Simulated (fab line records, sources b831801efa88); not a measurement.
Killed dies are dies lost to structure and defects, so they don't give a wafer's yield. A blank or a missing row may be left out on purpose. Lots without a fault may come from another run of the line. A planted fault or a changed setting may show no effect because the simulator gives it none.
Which tool did it? | flow sky130 | 11 lots, 33 wafers sampled, at 3 steps of a route of 708

WHAT THE GAUGES READ, wafer by wafer
SKY_PWDE_TW_MEAS_10.
lot  | measured    | on            | PWDE_TW
L178 | day 4 02:14 | film_metro-02 | 369 368 369
L181 | day 4 18:08 | film_metro-03 | 368 366 365
L183 | day 5 04:16 | film_metro-02 | 366 368 367
L190 | day 6 21:52 | film_metro-03 | 1107 1103 1106
L191 | day 7 07:23 | film_metro-04 | 1142 1143 1135
L192 | day 7 11:53 | film_metro-02 | 1115 1120 1106
L193 | day 7 16:31 | film_metro-02 | 368 366 366
L197 | day 8 18:31 | film_metro-02 | 370 371 369
L198 | day 8 23:19 | film_metro-03 | 366 364 366
L199 | day 9 03:07 | film_metro-03 | 367 367 366
L200 | day 9 06:20 | film_metro-02 | 369 370 368

WHICH TOOL RAN EACH LOT (tool, then ch and the chambers of the sampled wafers, then the start)
lot  | SKY_FIELD_ISO_CMP_27         | SKY_DNWELL_COAT_02
L178 | cmp-01 ch 0,3, day 2 15:17   | litho_track-04 ch 0, day 3 01:19
L181 | cmp-01 ch 0,1,3, day 3 07:22 | litho_track-02 ch 0, day 3 17:51
L183 | cmp-02 ch 1,2, day 3 15:41   | litho_track-02 ch 0, day 4 02:41
L190 | cmp-01 ch 0,1,2, day 5 05:08 | litho_track-03, day 5 16:40
L191 | cmp-01 ch 1,2,3, day 5 14:46 | litho_track-03, day 6 02:14
L192 | cmp-02 ch 0,3, day 5 16:16   | litho_track-02, day 6 05:32
L193 | cmp-02 ch 0,2,3, day 5 21:41 | litho_track-02 ch 0, day 6 10:53
L197 | cmp-02 ch 1,2,3, day 6 21:54 | litho_track-03 ch 0, day 7 11:10
L198 | cmp-01 ch 0,1, day 7 03:28   | litho_track-03 ch 0, day 7 15:19
L199 | cmp-01 ch 0,1,3, day 7 05:49 | litho_track-04 ch 0, day 7 18:33
L200 | cmp-02 ch 2,3, day 7 09:44   | litho_track-03 ch 0, day 7 21:50
- SKY_FIELD_ISO_CMP_27: polishes, stops on Si3N4, t overpolish 16 s, target thk 457.8 nm.
- SKY_DNWELL_COAT_02: resist thk 3000 nm.

THE ANSWER, worked out from the rows above alone
Rule: what is usual is taken from the lots themselves. Put in order of their means at a reading, lots are off if they are a third of the lots or fewer, leave a main group of 4 or more, and stand apart from it by a gap of 3 or more times the standard deviation of the main group's means; of several such gaps the widest counts. A main group whose means are all the same, to the digits that the tables above print for the reading, isn't used. A lot without any number at a reading at which 4 lots or more have one is off too. The other lots that the step has rows for count as sound.
Off: L190, L191, L192, at SKY_PWDE_TW_MEAS_10 (PWDE_TW). The main group: mean 367, standard deviation 1.5.
A tool fits if, at a process step before that reading, it ran every lot that is off, and no sound lot after the first of them. The gauges at SKY_PWDE_TW_MEAS_10 are tried like those tools. None of those tried fits.

WHAT THE SIMULATOR HAD PUT IN
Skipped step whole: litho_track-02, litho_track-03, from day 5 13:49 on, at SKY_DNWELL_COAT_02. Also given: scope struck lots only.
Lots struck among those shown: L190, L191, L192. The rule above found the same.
